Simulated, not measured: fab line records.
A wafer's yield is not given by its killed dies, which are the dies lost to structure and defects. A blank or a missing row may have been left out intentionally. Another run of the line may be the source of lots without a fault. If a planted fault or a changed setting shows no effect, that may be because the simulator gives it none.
fab line records    flow sky130    part 1 of 2: steps 1 to 29 of 40
[record] lots = 5  wafers = 15  lastDay = 50
route steps=708 shown NWELL@65 PWDE@84 VT_ADJUST_HVTP@85 VT_ADJUST_LVTN@97
lots that met no fault: from a run of the same line without faults
startH: start of the lot's first displayed wafer, in hours after the record's first day    waitH: how many hours have passed since the lot's step before this one    " repeats the value in the row above    L1.1+2: several wafers, shown together as one row    - value missing, or start not given    * or withheld: withheld    < > ~ a bound
route shown NAME@n: a module of which the file shows steps, and the number in the route of the first    usual: mean/standard deviation of fault-free wafers    same: alike in all rows    chamber/n: place in a boat    sites: per-site readings    _std_site: standard deviation across them    _edge_site: the outer-site mean with the inner-site mean subtracted    radiusMm: for every site, how far away it sits from the centre of the wafer    mask NAME#n: copy n    behind: the last tool/chamber to shape the wafer    hold: what put the lot on hold/how long, in hours/how the hold closed    device: transistor that didn't switch, given as n, p or np    end of line: tests of these same wafers at the route's end    a step without rows: its recipe alone    killed: dies lost to structure and defects at the first sort, not the wafer's yield    map: shows each die of a wafer: x if killed, . if not, _ if none is there
set.NAME: the setting as run; set.NAME@STEP: as run at that earlier step    model.NAME: the simulator's own value behind a step, which no gauge read
lots seen at some steps along the route; tables by step, rows by wafer
services: when a tool's chamber went out of use (startH, in hours from the record's first day, below 0 if earlier), for how many hours, and the reason
[[steps]]
[step SKY_NWELL_IMPLANT_12]
[recipe] species = P  energyKev = 119.1  doseCm2 = 1.3e+12  tiltDeg = withheld
lot.wafer   tool          chamber  startH  waitH
L075.1+4+5  implanter-03  0        93.76   0.1
L087.2+5+6  implanter-03  0        166.98  0.1
L091.3+4+6  implanter-03  0        187.46  0.1
L094.2+5+6  implanter-03  0        204.03  0.1
L097.3+4+6  implanter-04  0        219.60  0.1
[step SKY_NWELL_IMPLANT_13]
[recipe] species = P  energyKev = 50  doseCm2 = 7e+11  tiltDeg = withheld
lot.wafer   tool          chamber  startH  waitH
L075.1+4+5  implanter-03  0        93.91   0.1
L087.2+5+6  implanter-03  0        167.13  0.1
L091.3+4+6  implanter-03  0        187.61  0.1
L094.2+5+6  implanter-03  0        204.18  0.1
L097.3+4+6  implanter-04  0        219.75  0.1
[step SKY_NWELL_STRIP_14]
[recipe] chemistry = O2/N2  powerW = 1400  pressureMtorr = 1500  platenTempC = withheld  o2FlowSccm = 3000  n2FlowSccm = 300  overashFraction = 0.5
[usual] drypumpMotorCurrentA = 5.8/0.46  oesProductAu = 0.722/0.0051  stripTimeToEndpointS = 36.95/0.092
lot.wafer  tool            chamber  startH  waitH  drypumpMotorCurrentA  oesProductAu  rfHoursCounterH  stripTimeToEndpointS
L075.1     plasmaAsher-03  1        94.06   0.1    6.2                   0.721         28               36.89
L075.4     "               1        "       "      6.3                   0.724         -                36.83
L075.5     "               1        "       "      6.3                   0.719         -                36.83
L087.2     plasmaAsher-03  0        167.26  0.1    6.2                   0.718         36               37.04
L087.5     "               0        "       "      6.2                   0.724         -                37.14
L087.6     "               1        "       "      6.3                   0.725         -                37.05
L091.3     plasmaAsher-03  0        187.74  0.1    6.2                   0.715         -                36.91
L091.4     "               1        "       "      6.3                   0.723         -                36.76
L091.6     "               0        "       "      6.2                   0.715         -                36.74
L094.2     plasmaAsher-03  1        204.31  0.1    6.3                   0.721         39               37.04
L094.5     "               0        "       "      6.2                   0.707         -                36.87
L094.6     "               1        "       "      6.3                   0.714         -                36.99
L097.3     plasmaAsher-01  1        219.88  0.1    5.4                   0.719         -                37.04
L097.4     "               0        "       "      5.0                   0.724         -                37.04
L097.6     "               0        "       "      4.9                   0.716         -                37.03
[step SKY_NWELL_TW_MEAS_15]
[usual] NWELL_TW = 1837/12
lot.wafer  tool          chamber  startH  waitH  NWELL_TW
L075.1     filmMetro-03  -        94.16   0.1    1813
L075.4     "             -        "       "      1809
L075.5     "             -        "       "      1813
L087.2     filmMetro-01  -        167.37  0.1    1838
L087.5     "             -        "       "      1851
L087.6     "             -        "       "      1849
L091.3     filmMetro-04  -        187.83  0.1    1835
L091.4     "             -        "       "      1850
L091.6     "             -        "       "      1838
L094.2     filmMetro-04  -        204.42  0.1    1827
L094.5     "             -        "       "      1826
L094.6     "             -        "       "      1833
L097.3     filmMetro-01  -        219.97  0.1    1849
L097.4     "             -        "       "      1847
L097.6     "             -        "       "      1850
[step SKY_NWELL_DEHYDRATE_16]
[recipe] tempC = 200  timeS = 60
[usual] plateTempC = 199.99/0.14
[same] timeS = 60
lot.wafer  tool           chamber  startH  waitH  plateTempC
L075.1     lithoTrack-01  0        102.31  8.1    200.12
L075.4     "              0        "       "      199.90
L075.5     "              0        "       "      200.15
L087.2     lithoTrack-01  0        176.14  8.8    200.15
L087.5     "              0        "       "      200.24
L087.6     "              0        "       "      200.34
L091.3     lithoTrack-04  0        197.62  9.8    199.92
L091.4     "              0        "       "      199.84
L091.6     "              0        "       "      199.92
L094.2     lithoTrack-01  0        215.04  10.6   199.93
L094.5     "              0        "       "      200.12
L094.6     "              0        "       "      199.96
L097.3     lithoTrack-01  0        230.81  10.8   199.90
L097.4     "              0        "       "      200.05
L097.6     "              0        "       "      199.94
[step SKY_NWELL_HMDS_17]
[recipe] primeTimeS = 60  primeTempC = 120
lot.wafer   tool           chamber  startH  waitH
L075.1+4+5  lithoTrack-01  0        102.46  0.1
L087.2+5+6  lithoTrack-01  0        176.29  0.1
L091.3+4+6  lithoTrack-04  0        197.77  0.1
L094.2+5+6  lithoTrack-01  0        215.19  0.1
L097.3+4+6  lithoTrack-01  0        230.96  0.1
[step SKY_NWELL_COAT_18]
[recipe] spinRpm = 2000  resistThkNm = 3000
lot.wafer   tool           chamber  startH  waitH
L075.1+4+5  lithoTrack-01  0        102.61  0.1
L087.2+5+6  lithoTrack-01  0        176.44  0.1
L091.3+4+6  lithoTrack-04  0        197.92  0.1
L094.2+5+6  lithoTrack-01  0        215.34  0.1
L097.3+4+6  lithoTrack-01  0        231.11  0.1
[step SKY_NWELL_SOFTBAKE_19]
[recipe] tempC = 110  timeS = withheld
[usual] plateTempC = 110.00/0.13
lot.wafer  tool           chamber  startH  waitH  plateTempC
L075.1     lithoTrack-01  0        102.76  0.1    110.14
L075.4     "              0        "       "      109.90
L075.5     "              0        "       "      109.98
L087.2     lithoTrack-01  0        176.59  0.1    110.13
L087.5     "              0        "       "      109.97
L087.6     "              0        "       "      110.17
L091.3     lithoTrack-04  0        198.09  0.1    109.94
L091.4     "              0        "       "      109.90
L091.6     "              0        "       "      110.05
L094.2     lithoTrack-01  0        215.49  0.1    110.00
L094.5     "              0        "       "      109.82
L094.6     "              0        "       "      109.95
L097.3     lithoTrack-01  0        231.28  0.1    109.90
L097.4     "              0        "       "      109.90
L097.6     "              0        "       "      109.92
[step SKY_NWELL_EXPOSE_20]
[recipe] maskId = NWM_COMPLEMENT  na = 0.6  sourceShape = conventional  sigmaOuter = 0.6  polarization = unpolarized  targetCdNm = 840  doseMj = 260
[usual] exposureDoseMJCm2 = 260.02/0.26
lot.wafer  tool             chamber  startH  waitH  mask              exposureDoseMJCm2
L075.1     ilineStepper-01  0        -       -      NWM_COMPLEMENT#0  260.18
L075.4     "                0        "       "      NWM_COMPLEMENT#0  259.83
L075.5     "                0        "       "      NWM_COMPLEMENT#0  260.10
L087.2     ilineStepper-02  0        -       -      NWM_COMPLEMENT#0  259.68
L087.5     "                0        "       "      NWM_COMPLEMENT#0  259.83
L087.6     "                0        "       "      NWM_COMPLEMENT#0  259.91
L091.3     ilineStepper-02  0        -       -      NWM_COMPLEMENT#0  260.26
L091.4     "                0        "       "      NWM_COMPLEMENT#0  260.06
L091.6     "                0        "       "      NWM_COMPLEMENT#0  260.34
L094.2     ilineStepper-02  0        -       -      NWM_COMPLEMENT#0  259.75
L094.5     "                0        "       "      NWM_COMPLEMENT#0  259.83
L094.6     "                0        "       "      NWM_COMPLEMENT#0  259.64
L097.3     ilineStepper-02  0        -       -      NWM_COMPLEMENT#0  260.09
L097.4     "                0        "       "      NWM_COMPLEMENT#0  260.04
L097.6     "                0        "       "      NWM_COMPLEMENT#0  260.09
[step SKY_NWELL_PEB_21]
[recipe] tempC = 115  timeS = withheld
[usual] plateTempC = 115.05/0.13
lot.wafer  tool           chamber  startH  waitH  plateTempC
L075.1     lithoTrack-02  0        -       -      114.89
L075.4     "              0        "       "      114.89
L075.5     "              0        "       "      114.82
L087.2     lithoTrack-01  0        -       -      115.03
L087.5     "              0        "       "      114.99
L087.6     "              0        "       "      114.88
L091.3     lithoTrack-01  0        -       -      115.02
L091.4     "              0        "       "      115.23
L091.6     "              0        "       "      115.03
L094.2     lithoTrack-02  0        -       -      115.04
L094.5     "              0        "       "      115.06
L094.6     "              0        "       "      115.15
L097.3     lithoTrack-04  0        -       -      115.15
L097.4     "              0        "       "      114.82
L097.6     "              0        "       "      114.92
[step SKY_NWELL_DEVELOP_22]
[recipe] wallAngleDeg = 90  developer = TMAH  developTimeS = 60  devTempC = 23
lot.wafer   tool           chamber  startH  waitH
L075.1+4+5  lithoTrack-02  0        -       -
L087.2+5+6  lithoTrack-01  0        -       -
L091.3+4+6  lithoTrack-01  0        -       -
L094.2+5+6  lithoTrack-02  0        -       -
L097.3+4+6  lithoTrack-04  0        -       -
[step SKY_NWELL_OVL_MEAS_23]
[usual] NWELL_01_OVL = -0.7/1.4
lot.wafer  tool        chamber  startH  waitH  NWELL_01_OVL[nm]
L075.1     overlay-01  -        111.67  -      -0.3
L075.4     "           -        "       "      0.4
L075.5     "           -        "       "      0.9
L087.2     overlay-01  -        187.47  -      -1.9
L087.5     "           -        "       "      -1.4
L087.6     "           -        "       "      -1.7
L091.3     overlay-02  -        209.12  -      -1.5
L091.4     "           -        "       "      -1.2
L091.6     "           -        "       "      -0.8
L094.2     overlay-02  -        226.22  -      -0.7
L094.5     "           -        "       "      1.1
L094.6     "           -        "       "      1.3
L097.3     overlay-02  -        242.53  -      -1.3
L097.4     "           -        "       "      0.2
L097.6     "           -        "       "      -0.9
[step SKY_NWELL_IMPLANT_24]
[recipe] species = B  energyKev = 140  doseCm2 = 9.2e+12  tiltDeg = withheld
lot.wafer   tool          chamber  startH  waitH
L075.1+4+5  implanter-03  0        111.71  0.0
L087.2+5+6  implanter-02  0        187.52  0.0
L091.3+4+6  implanter-04  0        209.20  0.1
L094.2+5+6  implanter-02  0        226.28  0.0
L097.3+4+6  implanter-02  0        242.61  0.1
[step SKY_NWELL_STRIP_25]
[recipe] chemistry = O2/N2  powerW = 1400  pressureMtorr = 1500  platenTempC = withheld  o2FlowSccm = 3000  n2FlowSccm = 300  overashFraction = 0.5
[usual] drypumpMotorCurrentA = 5.7/0.41  oesProductAu = 0.723/0.0042  stripTimeToEndpointS = 36.93/0.1
lot.wafer  tool            chamber  startH  waitH  drypumpMotorCurrentA  oesProductAu  rfHoursCounterH  stripTimeToEndpointS
L075.1     plasmaAsher-04  1        111.86  0.1    5.5                   0.726         41               36.76
L075.4     "               0        "       "      6.0                   0.726         -                36.96
L075.5     "               1        "       "      5.5                   0.720         -                36.96
L087.2     plasmaAsher-04  0        187.65  0.1    6.0                   0.717         49               37.02
L087.5     "               0        "       "      6.0                   0.726         -                36.92
L087.6     "               1        "       "      5.6                   0.725         -                36.96
L091.3     plasmaAsher-03  0        209.33  0.1    6.2                   0.723         -                36.97
L091.4     "               1        "       "      6.3                   0.730         -                37.03
L091.6     "               0        "       "      6.1                   0.722         -                36.95
L094.2     plasmaAsher-01  1        226.40  0.1    5.4                   0.723         8                36.87
L094.5     "               1        "       "      5.4                   0.718         -                36.66
L094.6     "               0        "       "      4.9                   0.723         -                36.95
L097.3     plasmaAsher-04  1        242.74  0.1    5.6                   0.726         -                37.00
L097.4     "               0        "       "      5.9                   0.727         -                36.89
L097.6     "               0        "       "      5.9                   0.718         -                36.85
[step SKY_NWELL_TW_MEAS_26]
[usual] NWELL_2_TW = 501/4.1
lot.wafer  tool          chamber  startH  waitH  NWELL_2_TW
L075.1     filmMetro-03  -        111.96  0.1    493
L075.4     "             -        "       "      495
L075.5     "             -        "       "      492
L087.2     filmMetro-01  -        187.76  0.1    505
L087.5     "             -        "       "      503
L087.6     "             -        "       "      505
L091.3     filmMetro-01  -        209.42  0.1    503
L091.4     "             -        "       "      506
L091.6     "             -        "       "      504
L094.2     filmMetro-01  -        226.53  0.1    504
L094.5     "             -        "       "      502
L094.6     "             -        "       "      502
L097.3     filmMetro-01  -        242.83  0.1    501
L097.4     "             -        "       "      502
L097.6     "             -        "       "      501
[step SKY_NWELL_CLEAN_27]
[recipe] chemistry = SC1/SC2  mix = 1:4:20  tempC = 70  timeS = 150  dry = n2Spin
[usual] bathGuardTempC = 70.1/0.55
[same] timeS = 150
lot.wafer  tool         chamber  startH  waitH  bathGuardTempC
L075.1     wetBench-03  2        112.02  0.1    70.8
L075.4     "            2        "       "      70.6
L075.5     "            2        "       "      70.5
L087.2     wetBench-04  2        187.81  0.0    69.2
L087.5     "            2        "       "      69.3
L087.6     "            2        "       "      69.4
L091.3     wetBench-03  1        209.46  0.0    71.0
L091.4     "            1        "       "      70.7
L091.6     "            1        "       "      70.6
L094.2     wetBench-03  0        226.57  0.0    70.2
L094.5     "            0        "       "      70.3
L094.6     "            0        "       "      70.2
L097.3     wetBench-02  0        242.87  0.0    69.9
L097.4     "            0        "       "      69.6
L097.6     "            0        "       "      70.1
[step SKY_NWELL_RTA_28]
[recipe] tempC = 1050  timeS = 30  idleTempC = 650  rampUpCPerS = 150  rampDownCPerS = 90  ambient = N2
[usual] lampPowerPct = 25.31/0.052  wafer_temp_C_max = 1054.9/0.97
[same] timeS = 30
lot.wafer  tool          chamber  startH  waitH  lampPowerPct  wafer_temp_C_max
L075.1     rtpAnneal-01  0        112.07  0.0    25.31         1054.8
L075.4     "             0        "       "      25.31         1053.0
L075.5     "             0        "       "      25.26         1056.1
L087.2     rtpAnneal-01  0        187.87  0.0    25.16         1056.0
L087.5     "             0        "       "      25.27         1054.5
L087.6     "             0        "       "      25.30         1055.9
L091.3     rtpAnneal-02  0        209.63  0.1    25.34         1054.3
L091.4     "             0        "       "      25.29         1054.9
L091.6     "             0        "       "      25.30         1056.8
L094.2     rtpAnneal-02  0        226.64  0.0    25.36         1054.2
L094.5     "             0        "       "      25.30         1056.1
L094.6     "             0        "       "      25.27         1054.7
L097.3     rtpAnneal-01  0        242.99  0.1    25.26         1052.7
L097.4     "             0        "       "      25.30         1054.6
L097.6     "             0        "       "      25.32         1055.3
[step SKY_NWELL_RS_MEAS_29]
[recipe] thkMeasGauge = four-point-probe
[usual] NWELL_RS = 624.5/1.8
lot.wafer  tool          chamber  startH  waitH  NWELL_RS[ohm/sq]
L075.1     filmMetro-01  -        112.17  0.1    622.6
L075.4     "             -        "       "      625.8
L075.5     "             -        "       "      624.6
L087.2     filmMetro-03  -        187.98  0.1    626.0
L087.5     "             -        "       "      627.2
L087.6     "             -        "       "      625.2
L091.3     filmMetro-03  -        209.81  0.1    626.2
L091.4     "             -        "       "      628.3
L091.6     "             -        "       "      626.6
L094.2     filmMetro-04  -        226.75  0.1    625.7
L094.5     "             -        "       "      626.2
L094.6     "             -        "       "      627.5
L097.3     filmMetro-04  -        243.16  0.1    623.4
L097.4     "             -        "       "      624.4
L097.6     "             -        "       "      624.3
[step SKY_NWELL_RS_MEAS_31]
[recipe] thkMeasGauge = four-point-probe
[usual] PWDE_RS = 5275/16
lot.wafer  tool          chamber  startH  waitH  PWDE_RS[ohm/sq]
L075.1     filmMetro-01  -        112.41  0.1    5268
L075.4     "             -        "       "      5245
L075.5     "             -        "       "      5265
L087.2     filmMetro-03  -        188.22  0.1    5288
L087.5     "             -        "       "      5302
L087.6     "             -        "       "      5277
L091.3     filmMetro-03  -        210.05  0.1    5278
L091.4     "             -        "       "      5294
L091.6     "             -        "       "      5286
L094.2     filmMetro-04  -        226.99  0.1    5271
L094.5     "             -        "       "      5276
L094.6     "             -        "       "      5261
L097.3     filmMetro-04  -        243.40  0.1    5263
L097.4     "             -        "       "      5270
L097.6     "             -        "       "      5262
[step SKY_VT_ADJUST_HVTP_DEHYDRATE_00]
[recipe] tempC = 200  timeS = 60
[usual] plateTempC = 200.01/0.15
[same] timeS = 60
lot.wafer  tool           chamber  startH  waitH  plateTempC
L075.1     lithoTrack-03  0        120.35  7.9    200.01
L075.4     "              0        "       "      200.28
L075.5     "              0        "       "      199.97
L087.2     lithoTrack-01  0        197.88  9.6    200.16
L087.5     "              0        "       "      199.93
L087.6     "              0        "       "      199.79
L091.3     lithoTrack-04  0        221.07  11.0   200.03
L091.4     "              0        "       "      200.06
L091.6     "              0        "       "      200.11
L094.2     lithoTrack-01  0        238.03  11.0   200.11
L094.5     "              0        "       "      200.17
L094.6     "              0        "       "      200.02
L097.3     lithoTrack-01  0        254.56  11.1   199.95
L097.4     "              0        "       "      200.00
L097.6     "              0        "       "      199.90
[step SKY_VT_ADJUST_HVTP_HMDS_01]
[recipe] primeTimeS = 60  primeTempC = 120
lot.wafer   tool           chamber  startH  waitH
L075.1+4+5  lithoTrack-03  0        120.50  0.1
L087.2+5+6  lithoTrack-01  0        198.03  0.1
L091.3+4+6  lithoTrack-04  0        221.22  0.1
L094.2+5+6  lithoTrack-01  0        238.18  0.1
L097.3+4+6  lithoTrack-01  0        254.71  0.1
[step SKY_VT_ADJUST_HVTP_COAT_02]
[recipe] resist = NOVOLAK  spinRpm = 3000  resistThkNm = 1140
lot.wafer   tool           chamber  startH  waitH
L075.1+4+5  lithoTrack-03  0        120.65  0.1
L087.2+5+6  lithoTrack-01  0        198.18  0.1
L091.3+4+6  lithoTrack-04  0        221.37  0.1
L094.2+5+6  lithoTrack-01  0        238.33  0.1
L097.3+4+6  lithoTrack-01  0        254.86  0.1
[step SKY_VT_ADJUST_HVTP_SOFTBAKE_03]
[recipe] tempC = 90  timeS = 60  resist = NOVOLAK
[usual] plateTempC = 90.00/0.12
[same] timeS = 60
lot.wafer  tool           chamber  startH  waitH  plateTempC
L075.1     lithoTrack-03  0        120.80  0.1    89.91
L075.4     "              0        "       "      89.81
L075.5     "              0        "       "      89.99
L087.2     lithoTrack-01  0        198.33  0.1    90.07
L087.5     "              0        "       "      90.21
L087.6     "              0        "       "      90.04
L091.3     lithoTrack-04  0        221.52  0.1    90.04
L091.4     "              0        "       "      90.19
L091.6     "              0        "       "      89.93
L094.2     lithoTrack-01  0        238.48  0.1    89.86
L094.5     "              0        "       "      89.97
L094.6     "              0        "       "      89.94
L097.3     lithoTrack-01  0        255.01  0.1    90.07
L097.4     "              0        "       "      90.14
L097.6     "              0        "       "      90.14
[step SKY_VT_ADJUST_HVTP_EXPOSE_04]
[recipe] maskId = HVTPM  na = 0.6  sourceShape = conventional  sigmaOuter = 0.6  polarization = unpolarized  targetCdNm = 380  doseMj = 140
[usual] exposureDoseMJCm2 = 140.7/0.68
lot.wafer  tool             chamber  startH  waitH  mask     exposureDoseMJCm2
L075.1     ilineStepper-02  0        -       -      HVTPM#0  141.4
L075.4     "                0        "       "      HVTPM#0  141.3
L075.5     "                0        "       "      HVTPM#0  141.5
L087.2     ilineStepper-01  0        -       -      HVTPM#0  139.8
L087.5     "                0        "       "      HVTPM#0  139.8
L087.6     "                0        "       "      HVTPM#0  139.9
L091.3     ilineStepper-02  0        -       -      HVTPM#0  141.1
L091.4     "                0        "       "      HVTPM#0  141.3
L091.6     "                0        "       "      HVTPM#0  141.5
L094.2     ilineStepper-02  0        -       -      HVTPM#0  141.5
L094.5     "                0        "       "      HVTPM#0  141.4
L094.6     "                0        "       "      HVTPM#0  141.4
L097.3     ilineStepper-02  0        -       -      HVTPM#0  141.3
L097.4     "                0        "       "      HVTPM#0  141.2
L097.6     "                0        "       "      HVTPM#0  141.4
[step SKY_VT_ADJUST_HVTP_PEB_05]
[recipe] tempC = withheld  timeS = *  resist = NOVOLAK
[same] timeS = *
lot.wafer   tool           chamber  startH  waitH
L075.1+4+5  lithoTrack-01  0        -       -
L087.2+5+6  lithoTrack-01  0        -       -
L091.3+4+6  lithoTrack-01  0        -       -
L094.2+5+6  lithoTrack-01  0        -       -
L097.3+4+6  lithoTrack-01  0        -       -
[step SKY_VT_ADJUST_HVTP_DEVELOP_06]
[recipe] resist = NOVOLAK  developer = TMAH  developTimeS = 60  devTempC = 23
lot.wafer   tool           chamber  startH  waitH
L075.1+4+5  lithoTrack-01  0        130.41  0.1
L087.2+5+6  lithoTrack-01  0        209.28  0.1
L091.3+4+6  lithoTrack-01  0        232.31  0.1
L094.2+5+6  lithoTrack-01  0        249.58  0.1
L097.3+4+6  lithoTrack-01  0        267.36  0.1
[step SKY_VT_ADJUST_HVTP_CD_MEAS_07]
[recipe] targetCdNm = 380
[usual] cdNm = 379.9/2.3
lot.wafer  tool      chamber  startH  waitH  cdNm
L075.1     cdSem-02  -        130.56  0.1    379.3
L075.4     "         -        "       "      379.5
L075.5     "         -        "       "      378.8
L087.2     cdSem-02  -        209.43  0.1    377.6
L087.5     "         -        "       "      375.4
L087.6     "         -        "       "      377.5
L091.3     cdSem-01  -        232.45  0.1    381.0
L091.4     "         -        "       "      381.8
L091.6     "         -        "       "      382.0
L094.2     cdSem-01  -        249.73  0.1    379.4
L094.5     "         -        "       "      376.3
L094.6     "         -        "       "      377.2
L097.3     cdSem-02  -        267.50  0.1    383.5
L097.4     "         -        "       "      383.4
L097.6     "         -        "       "      382.8
[step SKY_VT_ADJUST_HVTP_OVL_MEAS_08]
[usual] VT_ADJUST_HVTP_OVL = 0.0/1.4
lot.wafer  tool        chamber  startH  waitH  VT_ADJUST_HVTP_OVL[nm]
L075.1     overlay-02  -        130.68  0.1    -1.0
L075.4     "           -        "       "      0.6
L075.5     "           -        "       "      -1.9
L087.2     overlay-01  -        209.54  0.1    -0.2
L087.5     "           -        "       "      0.2
L087.6     "           -        "       "      -0.2
L091.3     overlay-02  -        232.54  0.1    -0.6
L091.4     "           -        "       "      0.0
L091.6     "           -        "       "      1.1
L094.2     overlay-02  -        249.84  0.1    1.0
L094.5     "           -        "       "      3.1
L094.6     "           -        "       "      0.2
L097.3     overlay-02  -        267.59  0.1    1.3
L097.4     "           -        "       "      2.2
L097.6     "           -        "       "      1.1
[step SKY_VT_ADJUST_HVTP_IMPLANT_09]
[recipe] species = As  energyKev = 150  doseCm2 = 4.3e+12  tiltDeg = withheld
lot.wafer   tool          chamber  startH  waitH
L075.1+4+5  implanter-03  0        130.72  0.0
L087.2+5+6  implanter-01  0        209.59  0.0
L091.3+4+6  implanter-04  0        232.62  0.1
L094.2+5+6  implanter-04  0        249.89  0.0
L097.3+4+6  implanter-01  0        267.67  0.1
